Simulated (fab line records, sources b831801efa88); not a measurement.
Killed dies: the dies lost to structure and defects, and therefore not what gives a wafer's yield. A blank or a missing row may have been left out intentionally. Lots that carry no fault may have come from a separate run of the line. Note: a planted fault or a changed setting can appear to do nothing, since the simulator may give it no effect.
fab line records    flow sky130
record: lots: 7  wafers: 21  last_day: 50
route steps=708 shown VIA2@509
lots that met no fault: from a run of the same line without faults
start_h: hours from the record's opening day to when the first of the lot's shown wafers began    wait_h: hours from the lot's prior step to this one    " as in the row above    L1.1+2: one row covering several wafers at once    - no value, or no start given    * or withheld: withheld    < > ~ a bound
route shown NAME@n: NAME is a module with steps in the file, n the number in the route of the first one    usual: mean/standard deviation taken from wafers without a fault    same: alike in all rows    chamber/n: place in a boat    sites: readings site by site    _std_site: the values' standard deviation    _edge_site: the outer-site mean with the inner-site mean subtracted    radius_mm: how far each site lies from the wafer's centre    mask NAME#n: copy n    behind: tool/chamber where the wafer was last shaped    hold: what put the lot on hold/how long, in hours/how the hold closed    device: which transistor (n, p or np) failed to switch    end of line: the same wafers' tests at the end of the route    for a step that has no rows: nothing shown but its recipe    killed: dies that structure and defects cost at the first sort, which is not the same as the wafer's yield    map: dies across one wafer; x = killed, . = not, _ = none there
set.NAME: setting as actually run; set.NAME@STEP: the setting as run at that earlier step    model.NAME: the simulator's own value behind a step, which no gauge read
lots seen at some steps along the route; tables by step, rows by wafer
services: the hour from which a tool's chamber was out of use, counted from the record's first day as start_h (under 0 if before that day), plus the number of hours and why
== steps ==
step: SKY_VIA2_CMP_02
recipe: material: SiO2  down_force_psi: 4  platen_rpm: 60  pad_velocity_m_s: 0.94248
usual: motor_current_A: 11.5/1
lot.wafer  tool    chamber  start_h  wait_h  motor_current_A
L742.1     cmp-01  3        824.29   0.1     11.4
L742.4     "       2        "        "       10.5
L742.5     "       3        "        "       11.2
L743.4     cmp-01  2        826.85   0.0     10.8
L743.3     "       3        "        "       11.8
L743.6     "       2        "        "       10.8
L752.2     cmp-01  0        896.16   0.1     13.2
L752.6     "       2        "        "       11.2
L752.5     "       3        "        "       11.4
L751.1     cmp-02  0        901.83   0.1     12.1
L751.6     "       2        "        "       12.2
L751.5     "       3        "        "       10.1
L754.3     cmp-01  0        913.64   0.0     12.8
L754.4     "       2        "        "       10.7
L754.1     "       3        "        "       11.5
L762.3     cmp-02  2        986.73   0.1     12.6
L762.6     "       1        "        "       10.5
L762.5     "       2        "        "       12.0
L763.4     cmp-02  1        992.04   0.0     10.7
L763.5     "       1        "        "       10.7
L763.6     "       2        "        "       12.5
step: SKY_VIA2_BOW_MEAS_03
recipe: mode: bow
usual: VIA2_BOW: 86/6.9
lot.wafer  tool           chamber  start_h  wait_h  VIA2_BOW[um]
L742.1     film_metro-03  -        824.59   0.2     88
L742.4     "              -        "        "       87
L742.5     "              -        "        "       81
L743.3     film_metro-03  -        827.25   0.3     79
L743.4     "              -        "        "       92
L743.6     "              -        "        "       84
L752.2     film_metro-03  -        896.38   0.2     84
L752.5     "              -        "        "       74
L752.6     "              -        "        "       90
L751.1     film_metro-04  -        902.03   0.1     85
L751.5     "              -        "        "       72
L751.6     "              -        "        "       71
L754.1     film_metro-04  -        913.94   0.1     76
L754.3     "              -        "        "       78
L754.4     "              -        "        "       90
L762.3     film_metro-01  -        987.02   0.2     83
L762.5     "              -        "        "       97
L762.6     "              -        "        "       90
L763.4     film_metro-04  -        992.40   0.3     88
L763.5     "              -        "        "       94
L763.6     "              -        "        "       82
step: SKY_VIA2_DEHYDRATE_04
recipe: temp_c: 200  time_s: 60
step: SKY_VIA2_HMDS_05
recipe: prime_time_s: 60  prime_temp_c: 120
step: SKY_VIA2_COAT_06
recipe: resist: BARC  temp_c: withheld  time_s: withheld  spin_rpm: 3000  resist_thk_nm: 60
step: SKY_VIA2_COAT_07
recipe: resist: KrF-thick  spin_rpm: 3000  resist_thk_nm: 450
step: SKY_VIA2_SOFTBAKE_08
recipe: temp_c: 100  time_s: 90  resist: KrF-thick
step: SKY_VIA2_EXPOSE_09
recipe: mask_id: VIM2  na: 0.8  source_shape: annular  sigma_inner: 0.55  sigma_outer: 0.85  target_cd_nm: 200  dose_mj: 38
step: SKY_VIA2_PEB_10
recipe: peb_temp_c: withheld  peb_time_s: withheld  resist: KrF-thick
step: SKY_VIA2_DEVELOP_11
recipe: develop_time_s: 60  resist: KrF-thick  dev_temp_c: 21
step: SKY_VIA2_CD_MEAS_12
recipe: target_cd_nm: 200
usual: cd_nm: 199.7/1.7
lot.wafer  tool       chamber  start_h  wait_h  cd_nm
L742.1     cd_sem-02  -        849.93   -       199.8
L742.4     "          -        "        "       198.4
L742.5     "          -        "        "       199.2
L743.3     cd_sem-02  -        853.78   -       202.1
L743.4     "          -        "        "       202.1
L743.6     "          -        "        "       201.4
L752.2     cd_sem-01  -        921.28   -       203.2
L752.5     "          -        "        "       203.1
L752.6     "          -        "        "       202.4
L751.1     cd_sem-02  -        926.69   -       200.6
L751.5     "          -        "        "       199.0
L751.6     "          -        "        "       199.3
L754.1     cd_sem-01  -        937.88   -       198.1
L754.3     "          -        "        "       199.1
L754.4     "          -        "        "       199.9
L762.3     cd_sem-02  -        1009.53  -       202.1
L762.5     "          -        "        "       200.0
L762.6     "          -        "        "       202.2
L763.4     cd_sem-01  -        1015.65  -       201.0
L763.5     "          -        "        "       200.8
L763.6     "          -        "        "       199.7
step: SKY_VIA2_OVL_MEAS_13
usual: VIA2_OVL: -1/4.9
lot.wafer  tool        chamber  start_h  wait_h  VIA2_OVL[nm]
L742.1     overlay-01  -        850.05   0.1     0
L742.4     "           -        "        "       -6
L742.5     "           -        "        "       -4
L743.3     overlay-01  -        853.87   0.1     -9
L743.4     "           -        "        "       -5
L743.6     "           -        "        "       -3
L752.2     overlay-02  -        921.39   0.1     -5
L752.5     "           -        "        "       -4
L752.6     "           -        "        "       -7
L751.1     overlay-01  -        926.81   0.1     5
L751.5     "           -        "        "       2
L751.6     "           -        "        "       2
L754.1     overlay-02  -        938.00   0.1     2
L754.3     "           -        "        "       4
L754.4     "           -        "        "       9
L762.3     overlay-01  -        1009.62  0.1     -9
L762.5     "           -        "        "       -6
L762.6     "           -        "        "       4
L763.4     overlay-01  -        1015.72  0.1     2
L763.5     "           -        "        "       8
L763.6     "           -        "        "       4
step: SKY_VIA2_ETCH_14
recipe: chemistry: N2/H2  target: BARC  ion_energy_ev: 200  source_w: 500  bias_w: 100  pressure_mtorr: 30  n2_flow_sccm: 100  h2_flow_sccm: 200  stop_on: SiO2  time_s: 45.9  target_depth_a: 600
usual: chamber_pressure_mTorr: 30.001/0.029  drypump_motor_current_A: 5.6/0.52  oes_product_au: 0.855/0.005  run_length_s: 74.3/0.41  throttle_valve_pct: 13.225/0.0084
lot.wafer  tool         chamber  start_h  wait_h  chamber_pressure_mTorr  drypump_motor_current_A  oes_product_au  rf_hours_counter_h  run_length_s  throttle_valve_pct  model.KrF-thick_of_VIA2_COAT_07.thk_nm
L742.1     rie_diel-01  0        850.08   0.0     29.964                  4.8                      0.852           20                  73.9          13.222              390.8
L742.4     "            0        "        "       29.973                  4.8                      0.852           -                   73.8          13.217              389.9
L742.5     "            1        "        "       30.010                  6.1                      0.853           -                   74.4          13.223              391.2
L743.3     rie_diel-04  0        853.89   0.0     30.028                  5.0                      0.847           2                   73.9          13.207              391.5
L743.4     "            0        "        "       29.977                  5.0                      0.858           -                   73.9          13.235              392.3
L743.6     "            3        "        "       29.990                  5.1                      0.861           -                   74.1          13.219              392.5
L752.2     rie_diel-01  1        921.42   0.0     29.973                  6.0                      0.993           10                  67.8          13.242              398.1
L752.5     "            3        "        "       29.976                  6.0                      0.976           -                   66.5          13.226              398
L752.6     "            2        "        "       30.023                  5.0                      0.986           -                   67.9          13.248              397.2
L751.1     rie_diel-01  2        926.84   0.0     30.004                  5.0                      0.993           25                  67.4          13.237              399.1
L751.5     "            1        "        "       29.998                  6.1                      0.979           -                   67.9          13.231              400.6
L751.6     "            2        "        "       30.017                  5.0                      0.995           -                   68.0          13.221              400.9
L754.1     rie_diel-01  0        938.03   0.0     30.012                  4.8                      0.998           23                  67.0          13.251              399.2
L754.3     "            3        "        "       29.950                  6.0                      0.988           3                   66.5          13.238              397.4
L754.4     "            1        "        "       29.979                  6.0                      0.983           11                  67.9          13.237              398.2
L762.3     rie_diel-02  1        1009.64  0.0     29.990                  5.6                      0.849           13                  74.3          13.230              392.7
L762.5     "            3        "        "       30.026                  5.7                      0.855           -                   73.9          13.239              394.1
L762.6     "            2        "        "       29.965                  6.2                      0.855           -                   74.4          13.231              393.1
L763.4     rie_diel-02  1        1015.74  0.0     30.021                  5.6                      0.861           14                  74.6          13.215              394.1
L763.5     "            1        "        "       29.990                  5.6                      0.856           -                   74.4          13.217              392.7
L763.6     "            0        "        "       29.933                  6.4                      0.868           -                   74.3          13.218              392.2
step: SKY_VIA2_ETCH_15
recipe: target: SiO2  chemistry: C4F8/O2/Ar  target_depth_nm: 546  stop_on: TiN  mask_material: KrF-thick  source_w: 1500  bias_w: 1200  pressure_mtorr: 40  c4f8_flow_sccm: withheld  O2_flow_sccm: 6  Ar_flow_sccm: 300  time_s: 84
usual: chamber_pressure_mTorr: 40.00/0.036  oes_product_au: 0.941/0.005  run_length_s: 112.4/0.42
lot.wafer  tool         chamber  start_h  wait_h  chamber_pressure_mTorr  oes_product_au  rf_hours_counter_h  run_length_s  model.KrF-thick_of_VIA2_COAT_07.thk_nm
L742.1     rie_diel-01  0        850.12   0.0     39.98                   0.950           20                  111.9         279.1
L742.4     "            0        "        "       40.02                   0.949           -                   111.9         278.8
L742.5     "            1        "        "       40.02                   0.938           -                   112.6         281.1
L743.3     rie_diel-04  0        853.93   0.0     39.91                   0.940           2                   112.2         282.4
L743.4     "            0        "        "       40.03                   0.940           -                   112.8         282.5
L743.6     "            3        "        "       39.93                   0.950           -                   112.2         282
L752.2     rie_diel-01  1        921.46   0.0     40.00                   0.943           11                  113.2         289.6
L752.5     "            3        "        "       40.05                   0.939           -                   111.8         288.7
L752.6     "            2        "        "       39.97                   0.938           -                   112.2         286.8
L751.1     rie_diel-01  2        926.88   0.0     40.00                   0.951           25                  112.2         288.4
L751.5     "            1        "        "       40.03                   0.938           -                   113.2         292.5
L751.6     "            2        "        "       40.06                   0.943           -                   112.7         290.3
L754.1     rie_diel-01  0        938.07   0.0     40.02                   0.939           23                  112.6         290
L754.3     "            3        "        "       40.00                   0.947           3                   111.4         286.9
L754.4     "            1        "        "       40.00                   0.940           11                  112.8         288.8
L762.3     rie_diel-02  1        1009.68  0.0     39.96                   0.938           13                  112.8         284.4
L762.5     "            3        "        "       40.04                   0.947           -                   112.4         284.5
L762.6     "            2        "        "       40.00                   0.947           -                   112.9         283.5
L763.4     rie_diel-02  1        1015.78  0.0     40.03                   0.944           14                  112.6         284.9
L763.5     "            1        "        "       39.93                   0.944           -                   112.5         283.6
L763.6     "            0        "        "       40.02                   0.945           -                   112.7         280.4
step: SKY_VIA2_STRIP_16
recipe: chemistry: O2/N2  power_w: 1400  pressure_mtorr: 1500  platen_temp_c: withheld  o2_flow_sccm: 3000  n2_flow_sccm: 300  overash_fraction: 0.5
usual: chamber_pressure_mTorr: 1500.0/1.2  drypump_motor_current_A: 5.3/0.34  oes_product_au: 0.398/0.0044  strip_time_to_endpoint_s: 4.039/0.023
lot.wafer  tool             chamber  start_h  wait_h  chamber_pressure_mTorr  drypump_motor_current_A  oes_product_au  rf_hours_counter_h  strip_time_to_endpoint_s
L742.1     plasma_asher-02  0        850.19   0.0     1498.4                  5.0                      0.399           73                  3.985
L742.4     "                1        "        "       1500.7                  5.6                      0.393           -                   3.999
L742.5     "                0        "        "       1499.6                  4.9                      0.394           -                   4.006
L743.3     plasma_asher-02  0        854.03   0.1     1500.5                  5.0                      0.407           -                   4.030
L743.4     "                1        "        "       1498.6                  5.6                      0.400           -                   4.042
L743.6     "                0        "        "       1499.9                  5.0                      0.412           -                   4.028
L752.2     plasma_asher-03  1        921.52   0.0     1500.1                  5.7                      0.399           107                 4.108
L752.5     "                1        "        "       1497.3                  5.7                      0.404           -                   4.113
L752.6     "                0        "        "       1499.7                  5.5                      0.405           -                   4.075
L751.1     plasma_asher-02  0        926.95   0.0     1500.4                  5.0                      0.396           81                  4.098
L751.5     "                0        "        "       1500.8                  5.0                      0.406           -                   4.146
L751.6     "                1        "        "       1500.9                  5.6                      0.395           -                   4.122
L754.1     plasma_asher-03  0        938.14   0.0     1499.9                  5.5                      0.399           109                 4.117
L754.3     "                1        "        "       1499.2                  5.7                      0.400           -                   4.081
L754.4     "                0        "        "       1499.6                  5.5                      0.406           -                   4.100
L762.3     plasma_asher-01  1        1009.78  0.1     1500.2                  5.3                      0.398           -                   4.048
L762.5     "                0        "        "       1503.9                  4.8                      0.399           -                   4.059
L762.6     "                1        "        "       1499.4                  5.3                      0.394           -                   4.039
L763.4     plasma_asher-01  1        1015.88  0.1     1500.1                  5.3                      0.402           -                   4.066
L763.5     "                1        "        "       1499.7                  5.3                      0.398           -                   4.061
L763.6     "                0        "        "       1501.9                  4.8                      0.401           -                   4.022
step: SKY_VIA2_STRIP_17
recipe: chemistry: post_etch_residue_remover  time_s: 1200  temp_c: 72.5
== services ==
tool             chamber  start_h  hours  kind
cmp-01           -        803.16   5.3    pm
rie_diel-04      1        820.03   11.9   repair
plasma_asher-03  -        834.24   7.6    repair
rie_diel-01      3        834.67   -      clean
rie_diel-01      3        834.67   19.0   scheduled_down
rie_diel-01      -        837.49   0.2    repair
rie_diel-04      2        852.42   4.8    repair
plasma_asher-01  -        856.11   14.6   pm
cmp-01           -        857.66   1.1    repair
plasma_asher-03  -        865.08   4.4    repair
plasma_asher-02  -        869.48   2.8    pm
rie_diel-04      2        877.19   3.9    repair
plasma_asher-01  -        884.01   5.9    repair
rie_diel-04      -        884.61   0.7    repair
cmp-02           -        912.07   4.0    pm
cmp-02           -        923.91   3.1    repair
rie_diel-04      2        942.12   2.1    repair
rie_diel-02      1        949.25   12.3   repair
rie_diel-01      3        970.44   3.8    repair
cmp-01           -        972.43   1.9    repair
plasma_asher-02  -        975.85   6.1    repair
cmp-02           -        994.06   6.5    pm
rie_diel-04      0        1007.33  7.2    repair
cmp-02           -        1008.70  4.6    pm
== key ==
first_sign: step: SKY_VIA2_ETCH_14  reading: oes_product_au  direction: up  sigmas: 26  usual: 0.855  struck: 0.988
effect: step: SKY_VIA2_ETCH_14  reading: run_length_s  direction: down  sigmas: 17  usual: *  struck: *
effect: step: SKY_VIA2_STRIP_16  reading: strip_time_to_endpoint_s  direction: up  sigmas: 3  usual: *  struck: *
model_effect: step: SKY_VIA2_ETCH_14  value: KrF-thick_of_VIA2_COAT_07.thk_nm  without: 392.4  struck: 398.7
model_effect: step: SKY_VIA2_ETCH_15  value: KrF-thick_of_VIA2_COAT_07.thk_nm  without: 282.7  struck: 289.1
met_at SKY_VIA2_ETCH_14
struck_wafers L751.1,L751.5,L751.6,L752.2,L752.5,L752.6,L754.1,L754.3,L754.4
sort_left_out L751.1,L751.5,L751.6,L752.2,L752.5,L752.6,L754.1,L754.3,L754.4
onset_between 850.08 921.42
fault: kind: process_parameter_drift  tool: rie_diel-01  chamber: -  onset_h: 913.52  steps: SKY_VIA2_ETCH_14  channel: time_s  offset: *  shape: step  end_h: 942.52  acts_in: *  stated: *
sort_left_out: the simulated sort isn't trusted on such a fault, so these wafers' sort isn't shown, and their yield isn't known
